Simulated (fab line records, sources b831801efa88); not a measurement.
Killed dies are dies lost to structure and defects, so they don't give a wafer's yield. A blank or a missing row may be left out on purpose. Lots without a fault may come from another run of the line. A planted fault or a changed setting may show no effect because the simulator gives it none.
fab line records | flow gf180mcu
record lots=24 wafers=72 last_day=34
route steps=602 shown MIM@503 V5@562 TOP_METAL@573 PASSIVATION@587
lots that met no fault: from a run of the same line without faults
start_h: hours from the record's first day to the start of the lot's first wafer shown | wait_h: hours since the lot's step before | " the same as in the row above | L1.1+2: a row that stands for several wafers | - no value, or no start given | * or withheld: withheld | < > ~ a bound
route shown NAME@n: a module of which the file shows steps, and the number in the route of the first | usual: mean/standard deviation of fault-free wafers | same: alike in all rows | chamber/n: place in a boat | sites: the reading at each site | _std_site: their standard deviation | _edge_site: outer sites' mean less inner sites' | radius_mm: how far each site lies from the wafer's centre | mask NAME#n: copy n | behind: the tool/chamber that last shaped the wafer | hold: why the lot was held/for how many hours/how that ended | device: the transistor (n, p or np) that didn't switch | end of line: the same wafers' tests at the end of the route | a step without rows: its recipe alone | killed: dies lost to structure and defects at the first sort, not the wafer's yield | map: a wafer's dies, x killed, . not, _ none there
set.NAME: the setting as run; set.NAME@STEP: as run at that earlier step | model.NAME: the simulator's own value behind a step, which no gauge read
steps of the route over a sample of lots; a table a step, a row a wafer
services: from which hour (start_h, from the record's first day; less than 0 if before it) a tool's chamber was out of use, for how many hours, and why
## steps
# step GF_MIM_SPUTTER_00
# recipe material=Ti target_thk_nm=37.5 arriving_ion_energy_ev=80 substrate_temp_c=200 chamber_pressure_pa=2 power_w=4000 time_s=150
# usual throttle_valve_pct=30.0/1
# columns lot.wafer tool chamber start_h wait_h throttle_valve_pct
L074.2 pvd_sputter-01 - 561.99 0.2 29.1
L074.3 " - " " 29.5
L074.4 " - " " 30.7
L075.3 pvd_sputter-04 - 572.23 0.2 28.9
L075.5 " - " " 30.1
L075.6 " - " " 28.5
L076.2 pvd_sputter-02 - 579.06 0.2 31.1
L076.3 " - " " 29.8
L076.4 " - " " 29.7
L077.3 pvd_sputter-01 - 587.20 0.1 30.8
L077.4 " - " " 29.3
L077.6 " - " " 29.3
L078.2 pvd_sputter-01 - 592.82 0.1 30.8
L078.3 " - " " 29.3
L078.6 " - " " 29.4
L079.1 pvd_sputter-01 - 594.22 0.2 29.3
L079.3 " - " " 30.7
L079.4 " - " " 29.3
L080.1 pvd_sputter-01 - 606.49 0.2 30.8
L080.2 " - " " 29.3
L080.3 " - " " 29.5
L081.1 pvd_sputter-01 - 614.11 0.2 30.8
L081.3 " - " " 29.1
L081.4 " - " " 29.4
L082.2 pvd_sputter-02 - 623.29 0.2 32.7
L082.3 " - " " 29.9
L082.6 " - " " 32.7
L083.1 pvd_sputter-01 - 635.41 0.1 29.7
L083.3 " - " " 29.4
L083.6 " - " " 29.4
L084.2 pvd_sputter-04 - 642.74 0.1 28.6
L084.4 " - " " 29.1
L084.5 " - " " 28.8
L085.3 pvd_sputter-02 - 649.78 0.1 33.2
L085.5 " - " " 32.8
L085.6 " - " " 29.5
L086.1 pvd_sputter-02 - 660.11 0.2 30.0
L086.2 " - " " 31.1
L086.5 " - " " 29.7
L087.3 pvd_sputter-01 - 665.41 0.1 29.3
L087.4 " - " " 30.6
L087.5 " - " " 29.8
L088.2 pvd_sputter-02 - 667.62 0.1 29.6
L088.3 " - " " 31.3
L088.6 " - " " 31.0
L089.2 pvd_sputter-01 - 675.99 0.1 28.9
L089.3 " - " " 30.7
L089.6 " - " " 30.6
L090.1 pvd_sputter-01 - 687.71 0.1 29.6
L090.4 " - " " 29.3
L090.5 " - " " 30.8
L091.1 pvd_sputter-01 - 689.46 0.1 29.5
L091.2 " - " " 29.3
L091.3 " - " " 31.0
L092.1 pvd_sputter-01 - 695.53 0.2 30.6
L092.3 " - " " 29.4
L092.4 " - " " 29.6
L093.1 pvd_sputter-02 - 702.61 0.2 29.6
L093.2 " - " " 33.1
L093.6 " - " " 29.8
L094.1 pvd_sputter-02 - 713.59 0.2 29.6
L094.2 " - " " 31.1
L094.6 " - " " 29.7
L095.1 pvd_sputter-01 - 730.87 0.1 30.5
L095.2 " - " " 29.3
L095.3 " - " " 29.6
L096.1 pvd_sputter-04 - 731.57 0.1 28.8
L096.2 " - " " 29.7
L096.4 " - " " 28.5
L097.1 pvd_sputter-01 - 741.98 0.2 29.4
L097.3 " - " " 30.7
L097.4 " - " " 29.3
# step GF_MIM_SPUTTER_01
# recipe material=TiN target_thk_nm=30 power_w=6500 time_s=25 chamber_pressure_pa=0.4
# usual throttle_valve_pct=30.0/1.1
# columns lot.wafer tool chamber start_h wait_h throttle_valve_pct
L074.2 pvd_sputter-01 - 562.09 0.1 29.9
L074.3 " - " " 29.3
L074.4 " - " " 31.0
L075.3 pvd_sputter-04 - 572.33 0.1 28.7
L075.5 " - " " 29.5
L075.6 " - " " 28.8
L076.2 pvd_sputter-02 - 579.16 0.1 31.2
L076.3 " - " " 29.4
L076.4 " - " " 29.5
L077.3 pvd_sputter-01 - 587.30 0.1 30.9
L077.4 " - " " 29.2
L077.6 " - " " 29.5
L078.2 pvd_sputter-01 - 592.92 0.1 30.9
L078.3 " - " " 29.3
L078.6 " - " " 29.6
L079.1 pvd_sputter-01 - 594.32 0.1 29.5
L079.3 " - " " 31.0
L079.4 " - " " 29.5
L080.1 pvd_sputter-01 - 606.59 0.1 30.7
L080.2 " - " " 29.2
L080.3 " - " " 29.6
L081.1 pvd_sputter-01 - 614.21 0.1 30.9
L081.3 " - " " 29.3
L081.4 " - " " 29.4
L082.2 pvd_sputter-02 - 623.39 0.1 33.0
L082.3 " - " " 29.5
L082.6 " - " " 32.9
L083.1 pvd_sputter-01 - 635.51 0.1 29.4
L083.3 " - " " 29.4
L083.6 " - " " 29.2
L084.2 pvd_sputter-04 - 642.84 0.1 28.7
L084.4 " - " " 28.6
L084.5 " - " " 28.8
L085.3 pvd_sputter-02 - 649.88 0.1 33.2
L085.5 " - " " 33.2
L085.6 " - " " 30.1
L086.1 pvd_sputter-02 - 660.21 0.1 29.6
L086.2 " - " " 31.0
L086.5 " - " " 29.4
L087.3 pvd_sputter-01 - 665.51 0.1 29.5
L087.4 " - " " 30.9
L087.5 " - " " 29.9
L088.2 pvd_sputter-02 - 667.72 0.1 29.7
L088.3 " - " " 31.2
L088.6 " - " " 31.4
L089.2 pvd_sputter-01 - 676.09 0.1 29.3
L089.3 " - " " 30.9
L089.6 " - " " 30.7
L090.1 pvd_sputter-01 - 687.81 0.1 29.3
L090.4 " - " " 29.3
L090.5 " - " " 31.0
L091.1 pvd_sputter-01 - 689.56 0.1 29.4
L091.2 " - " " 29.0
L091.3 " - " " 30.8
L092.1 pvd_sputter-01 - 695.63 0.1 30.8
L092.3 " - " " 29.6
L092.4 " - " " 29.4
L093.1 pvd_sputter-02 - 702.71 0.1 29.6
L093.2 " - " " 33.1
L093.6 " - " " 29.6
L094.1 pvd_sputter-02 - 713.69 0.1 29.6
L094.2 " - " " 31.4
L094.6 " - " " 29.6
L095.1 pvd_sputter-01 - 730.97 0.1 30.9
L095.2 " - " " 29.3
L095.3 " - " " 29.4
L096.1 pvd_sputter-04 - 731.67 0.1 28.6
L096.2 " - " " 29.8
L096.4 " - " " 29.0
L097.1 pvd_sputter-01 - 742.08 0.1 29.4
L097.3 " - " " 30.8
L097.4 " - " " 29.1
# step GF_V5_SPUTTER_22
# recipe material=TiN target_thk_nm=10 chamber_pressure_pa=5 power_w=4000 time_s=40
# usual throttle_valve_pct=30.2/1.2
# columns lot.wafer tool chamber start_h wait_h throttle_valve_pct
L074.2 pvd_sputter-01 - 629.15 0.0 30.8
L074.3 " - " " 29.1
L074.4 " - " " 29.2
L075.3 pvd_sputter-03 - 638.32 0.0 29.0
L075.5 " - " " 28.3
L075.6 " - " " 31.3
L076.2 pvd_sputter-01 - 644.90 0.0 29.1
L076.3 " - " " 30.8
L076.4 " - " " 29.4
L077.3 pvd_sputter-02 - 651.50 0.0 33.0
L077.4 " - " " 29.7
L077.6 " - " " 29.6
L078.2 pvd_sputter-03 - 658.60 0.0 28.3
L078.3 " - " " 31.6
L078.6 " - " " 31.6
L079.1 pvd_sputter-01 - 659.01 0.0 30.6
L079.3 " - " " 29.1
L079.4 " - " " 29.3
L080.1 pvd_sputter-02 - 669.32 0.0 29.7
L080.2 " - " " 30.9
L080.3 " - " " 29.6
L081.1 pvd_sputter-03 - 676.05 0.0 29.6
L081.3 " - " " 31.3
L081.4 " - " " 28.3
L082.2 pvd_sputter-02 - 684.63 0.0 33.0
L082.3 " - " " 29.9
L082.6 " - " " 29.4
L083.1 pvd_sputter-03 - 696.32 0.0 28.3
L083.3 " - " " 31.3
L083.6 " - " " 31.5
L084.2 pvd_sputter-02 - 703.32 0.0 33.3
L084.4 " - " " 29.8
L084.5 " - " " 32.7
L085.3 pvd_sputter-02 - 709.37 0.0 29.7
L085.5 " - " " 33.0
L085.6 " - " " 29.8
L086.1 pvd_sputter-03 - 719.39 0.0 31.6
L086.2 " - " " 29.5
L086.5 " - " " 29.5
L087.3 pvd_sputter-02 - 723.71 0.0 32.9
L087.4 " - " " 32.9
L087.5 " - " " 29.5
L088.2 pvd_sputter-03 - 725.63 0.0 31.7
L088.3 " - " " 31.6
L088.6 " - " " 29.4
L089.2 pvd_sputter-02 - 733.98 0.0 33.0
L089.3 " - " " 29.4
L089.6 " - " " 31.0
L090.1 pvd_sputter-01 - 743.85 0.0 29.3
L090.4 " - " " 29.3
L090.5 " - " " 29.6
L091.1 pvd_sputter-01 - 746.05 0.0 29.6
L091.2 " - " " 30.6
L091.3 " - " " 29.4
L092.1 pvd_sputter-01 - 751.21 0.0 29.5
L092.3 " - " " 31.0
L092.4 " - " " 29.5
L093.1 pvd_sputter-03 - 756.54 0.5 31.4
L093.2 " - " " 28.2
L093.6 " - " " 28.7
L094.1 pvd_sputter-01 - 767.89 0.0 29.3
L094.2 " - " " 29.3
L094.6 " - " " 29.2
L095.1 pvd_sputter-01 - 782.50 0.0 29.6
L095.2 " - " " 29.3
L095.3 " - " " 29.4
L096.1 pvd_sputter-01 - 784.30 0.0 29.3
L096.2 " - " " 29.4
L096.4 " - " " 29.5
L097.1 pvd_sputter-01 - 793.09 0.0 29.5
L097.3 " - " " 30.8
L097.4 " - " " 29.1
# step GF_V5_CMP_26
# recipe stop_on=SiO2 down_force_psi=3.5 platen_rpm=60 t_overpolish_s=15 target_thk_nm=0 pad_velocity_m_s=0.94248
# usual motor_current_A=11.2/0.99 overpolish_run_s=15.000/0.0094 retaining_ring_pressure_frac=1.000/0.0049 time_to_endpoint_s=84.9/2.8
# columns lot.wafer tool chamber start_h wait_h motor_current_A overpolish_run_s retaining_ring_pressure_frac time_to_endpoint_s
L074.4 cmp-02 2 629.48 0.0 11.6 15.016 1.001 87.5
L074.3 " 0 " " 10.5 14.979 0.994 88.7
L074.2 " 1 " " 10.0 14.988 0.993 87.2
L075.3 cmp-01 1 638.65 0.0 11.7 15.009 0.999 79.3
L075.5 " 1 " " 11.3 15.005 1.000 78.4
L075.6 " 2 " " 12.1 15.000 1.006 80.8
L076.4 cmp-02 2 645.24 0.0 10.7 14.989 1.009 86.2
L076.2 " 3 " " 13.0 14.989 1.002 84.3
L076.3 " 1 " " 9.0 15.005 1.001 83.7
L077.4 cmp-02 1 651.84 0.0 9.7 14.995 1.005 83.5
L077.3 " 3 " " 12.6 14.992 0.997 76.8
L077.6 " 2 " " 11.4 14.987 1.003 81.8
L078.2 cmp-01 1 658.93 0.0 11.7 14.997 0.997 83.1
L078.3 " 3 " " 10.6 15.001 1.009 84.4
L078.6 " 1 " " 11.3 14.996 0.990 84.9
L079.4 cmp-01 2 659.39 0.1 12.4 15.006 0.992 81.5
L079.1 " 3 " " 10.4 15.003 0.997 84.3
L079.3 " 0 " " 10.8 15.005 1.000 86.6
L080.2 cmp-02 0 669.65 0.0 10.6 15.003 1.001 84.5
L080.3 " 1 " " 9.4 14.989 0.996 84.0
L080.1 " 3 " " 12.5 15.009 1.003 82.6
L081.1 cmp-01 1 676.38 0.1 11.9 15.008 0.998 83.9
L081.3 " 2 " " 12.2 14.986 1.004 84.6
L081.4 " 3 " " 10.5 14.999 1.009 86.5
L082.2 cmp-01 0 685.02 0.1 11.4 14.999 1.000 82.9
L082.3 " 1 " " 11.6 15.006 0.999 84.7
L082.6 " 3 " " 10.1 15.004 0.999 85.0
L083.3 cmp-02 3 696.75 0.1 12.9 15.005 1.002 83.4
L083.1 " 0 " " 10.7 14.993 0.995 81.0
L083.6 " 2 " " 11.4 15.006 0.993 85.0
L084.4 cmp-02 3 703.65 0.0 13.3 15.001 1.005 87.2
L084.2 " 0 " " 11.2 15.006 0.998 88.4
L084.5 " 3 " " 13.0 14.995 1.008 88.8
L085.3 cmp-02 2 709.85 0.2 10.7 15.008 1.001 88.0
L085.6 " 3 " " 12.5 14.986 1.006 88.1
L085.5 " 0 " " 10.2 14.986 0.993 89.0
L086.1 cmp-01 1 719.84 0.1 11.3 15.011 1.001 84.2
L086.2 " 2 " " 12.3 15.011 1.001 83.4
L086.5 " 1 " " 11.2 15.003 1.002 82.9
L087.4 cmp-01 1 724.14 0.1 11.3 15.013 0.998 84.9
L087.3 " 2 " " 12.8 15.006 1.001 86.1
L087.5 " 3 " " 10.8 14.994 0.988 88.9
L088.3 cmp-01 0 725.97 0.0 10.8 14.991 1.002 85.3
L088.2 " 2 " " 12.2 15.003 1.002 89.8
L088.6 " 1 " " 12.1 15.015 1.000 86.4
L089.3 cmp-02 0 734.31 0.0 11.1 15.029 0.997 85.8
L089.2 " 3 " " 12.0 14.996 0.996 82.8
L089.6 " 1 " " 9.0 15.006 1.009 82.0
L090.4 cmp-02 3 744.23 0.1 12.6 14.998 0.999 84.4
L090.1 " 1 " " 9.7 15.010 1.001 87.9
L090.5 " 3 " " 12.8 15.000 1.004 86.1
L091.2 cmp-01 3 746.54 0.2 10.9 14.991 0.994 80.4
L091.1 " 0 " " 11.1 14.984 1.002 83.6
L091.3 " 1 " " 11.6 15.007 1.000 82.4
L092.4 cmp-01 0 751.78 0.3 10.2 15.001 0.994 86.5
L092.1 " 1 " " 11.9 14.989 1.007 83.3
L092.3 " 2 " " 12.8 15.005 1.002 82.8
L093.1 cmp-01 3 757.20 0.4 11.2 15.020 1.000 83.2
L093.2 " 2 " " 12.1 15.001 0.998 82.4
L093.6 " 3 " " 11.7 15.009 0.997 83.5
L094.1 cmp-02 0 768.22 0.1 10.6 15.015 1.007 85.1
L094.2 " 3 " " 12.1 14.998 1.005 87.3
L094.6 " 1 " " 10.3 14.993 1.000 87.7
L095.3 cmp-02 2 782.88 0.1 11.4 14.983 1.004 83.2
L095.2 " 3 " " 13.0 15.008 1.003 87.2
L095.1 " 0 " " 11.0 15.002 1.003 85.7
L096.2 cmp-01 3 784.63 0.0 10.6 14.992 0.994 87.2
L096.4 " 0 " " 10.7 15.010 0.993 92.7
L096.1 " 1 " " 11.6 14.984 0.994 88.4
L097.4 cmp-02 0 793.42 0.0 10.4 14.989 0.997 87.9
L097.1 " 2 " " 11.0 14.989 1.004 87.7
L097.3 " 3 " " 12.6 14.992 0.998 84.2
# step GF_TOP_METAL_THK_MEAS_06
# recipe thk_meas_gauge=xrf reads=AlCu_of_TOP_METAL_SPUTTER_02
# usual TOP_METAL_ALCU_THK=892/10
# columns lot.wafer tool chamber start_h wait_h TOP_METAL_ALCU_THK[nm]
L074.2 film_metro-01 - 630.13 0.1 890
L074.3 " - " " 890
L074.4 " - " " 883
L075.3 film_metro-04 - 639.31 0.1 894
L075.5 " - " " 886
L075.6 " - " " 890
L076.2 film_metro-02 - 645.89 0.1 900
L076.3 " - " " 908
L076.4 " - " " 895
L077.3 film_metro-02 - 652.50 0.1 893
L077.4 " - " " 876
L077.6 " - " " 879
L078.2 film_metro-02 - 659.58 0.1 883
L078.3 " - " " 878
L078.6 " - " " 883
L079.1 film_metro-02 - 659.98 0.1 881
L079.3 " - " " 897
L079.4 " - " " 894
L080.1 film_metro-04 - 670.29 0.1 881
L080.2 " - " " 886
L080.3 " - " " 893
L081.1 film_metro-02 - 677.02 0.1 901
L081.3 " - " " 901
L081.4 " - " " 901
L082.2 film_metro-01 - 685.62 0.1 896
L082.3 " - " " 894
L082.6 " - " " 898
L083.1 film_metro-01 - 697.29 0.1 891
L083.3 " - " " 885
L083.6 " - " " 886
L084.2 film_metro-04 - 704.30 0.1 916
L084.4 " - " " 912
L084.5 " - " " 913
L085.3 film_metro-04 - 710.36 0.1 910
L085.5 " - " " 918
L085.6 " - " " 904
L086.1 film_metro-04 - 720.48 0.1 899
L086.2 " - " " 907
L086.5 " - " " 906
L087.3 film_metro-01 - 724.70 0.1 889
L087.4 " - " " 895
L087.5 " - " " 891
L088.2 film_metro-04 - 726.62 0.1 891
L088.3 " - " " 887
L088.6 " - " " 881
L089.2 film_metro-01 - 734.96 0.1 892
L089.3 " - " " 890
L089.6 " - " " 892
L090.1 film_metro-02 - 744.82 0.1 869
L090.4 " - " " 869
L090.5 " - " " 881
L091.1 film_metro-02 - 747.13 0.1 894
L091.2 " - " " 891
L091.3 " - " " 897
L092.1 film_metro-01 - 752.42 0.1 883
L092.3 " - " " 885
L092.4 " - " " 885
L093.1 film_metro-01 - 757.84 0.1 870
L093.2 " - " " 881
L093.6 " - " " 882
L094.1 film_metro-02 - 768.86 0.1 895
L094.2 " - " " 896
L094.6 " - " " 902
L095.1 film_metro-04 - 783.47 0.1 901
L095.2 " - " " 896
L095.3 " - " " 894
L096.1 film_metro-02 - 785.27 0.1 901
L096.2 " - " " 897
L096.4 " - " " 894
L097.1 film_metro-02 - 794.06 0.1 889
L097.3 " - " " 885
L097.4 " - " " 896
# step GF_PASSIVATION_CVD_00
# recipe material=SiO2 target_thk_nm=1000 precursor=TEOS temp_c=400 time_s=111.95 rf_w=600
# usual heater_power_outer_w=388/72 heater_power_w=639/74
# columns lot.wafer tool chamber start_h wait_h heater_power_outer_w heater_power_w
L074.2 pecvd-03 2 651.19 0.0 517 765
L074.3 " 1 " " 368 660
L074.4 " 2 " " 407 628
L075.3 pecvd-02 0 659.71 0.0 366 599
L075.5 " 1 " " 383 675
L075.6 " 2 " " 299 495
L076.2 pecvd-03 1 665.86 0.0 354 664
L076.3 " 2 " " 502 751
L076.4 " 1 " " 278 519
L077.3 pecvd-02 0 672.89 0.0 335 584
L077.4 " 1 " " 342 637
L077.6 " 0 " " 358 613
L078.2 pecvd-04 1 679.70 0.0 471 723
L078.3 " 0 " " 324 578
L078.6 " 0 " " 350 606
L079.1 pecvd-04 1 679.91 0.0 457 686
L079.3 " 2 " " 442 711
L079.4 " 2 " " 336 578
L080.1 pecvd-03 1 690.51 0.0 347 619
L080.2 " 0 " " 432 715
L080.3 " 2 " " 512 763
L081.1 pecvd-03 1 696.58 0.0 283 538
L081.3 " 2 " " 469 709
L081.4 " 0 " " 403 637
L082.2 pecvd-04 1 704.49 0.0 413 641
L082.3 " 0 " " 328 590
L082.6 " 0 " " 252 476
L083.1 pecvd-04 0 716.46 0.0 302 549
L083.3 " 2 " " 436 720
L083.6 " 2 " " 340 571
L084.2 pecvd-03 1 722.21 0.0 309 585
L084.4 " 1 " " 345 632
L084.5 " 2 " " 514 702
L085.3 pecvd-04 1 728.09 0.0 453 685
L085.5 " 2 " " 440 721
L085.6 " 0 " " 242 489
L086.1 pecvd-04 2 738.92 0.0 418 676
L086.2 " 1 " " 425 682
L086.5 " 2 " " 435 730
L087.3 pecvd-03 1 742.25 0.0 335 618
L087.4 " 1 " " 367 667
L087.5 " 0 " " 428 694
L088.2 pecvd-04 1 744.17 0.0 463 703
L088.3 " 0 " " 322 579
L088.6 " 1 " " 368 579
L089.2 pecvd-03 0 753.21 0.0 371 606
L089.3 " 1 " " 310 560
L089.6 " 0 " " 412 652
L090.1 pecvd-04 0 762.00 0.0 256 481
L090.4 " 2 " " 452 724
L090.5 " 0 " " 294 541
L091.1 pecvd-03 2 763.58 0.0 455 686
L091.2 " 0 " " 414 653
L091.3 " 1 " " 288 545
L092.1 pecvd-03 1 769.72 0.0 273 548
L092.3 " 0 " " 358 591
L092.4 " 0 " " 409 638
L093.1 pecvd-03 0 774.77 0.0 387 627
L093.2 " 2 " " 448 665
L093.6 " 0 " " 425 660
L094.1 pecvd-04 2 785.18 0.0 371 611
L094.2 " 0 " " 275 526
L094.6 " 1 " " 368 558
L095.1 pecvd-03 1 799.11 0.0 304 580
L095.2 " 2 " " 487 745
L095.3 " 0 " " 383 650
L096.1 pecvd-02 0 800.71 0.0 270 460
L096.2 " 2 " " 386 598
L096.4 " 0 " " 320 533
L097.1 pecvd-04 1 809.52 0.0 441 661
L097.3 " 0 " " 322 592
L097.4 " 0 " " 339 623
## services
# columns tool chamber start_h hours kind
cmp-01 - 550.93 0.3 repair
cmp-01 - 572.23 4.0 pm
pecvd-04 0 578.04 9.6 repair
pecvd-04 - 578.12 0.8 repair
pvd_sputter-03 - 583.97 1.8 repair
pecvd-03 - 591.12 14.0 pm
pecvd-04 - 595.07 0.6 repair
cmp-01 - 597.24 4.9 repair
pecvd-03 - 608.03 0.5 repair
cmp-02 - 658.72 1.0 repair
pvd_sputter-01 - 673.01 0.9 repair
pvd_sputter-04 - 673.67 0.7 repair
pecvd-02 - 674.36 95.5 repair
pvd_sputter-01 - 701.21 8.5 repair
pvd_sputter-01 - 709.45 4.6 repair
pvd_sputter-03 - 727.97 8.1 repair
pecvd-04 - 740.92 1.4 repair
cmp-02 - 744.60 4.0 pm
cmp-02 - 752.53 6.8 pm
cmp-02 - 764.04 0.5 repair
pecvd-02 - 784.09 1.5 repair
pecvd-03 - 784.80 0.4 repair
pvd_sputter-03 - 802.94 3.4 repair
pecvd-02 - 804.67 1.5 repair
## key
fault none
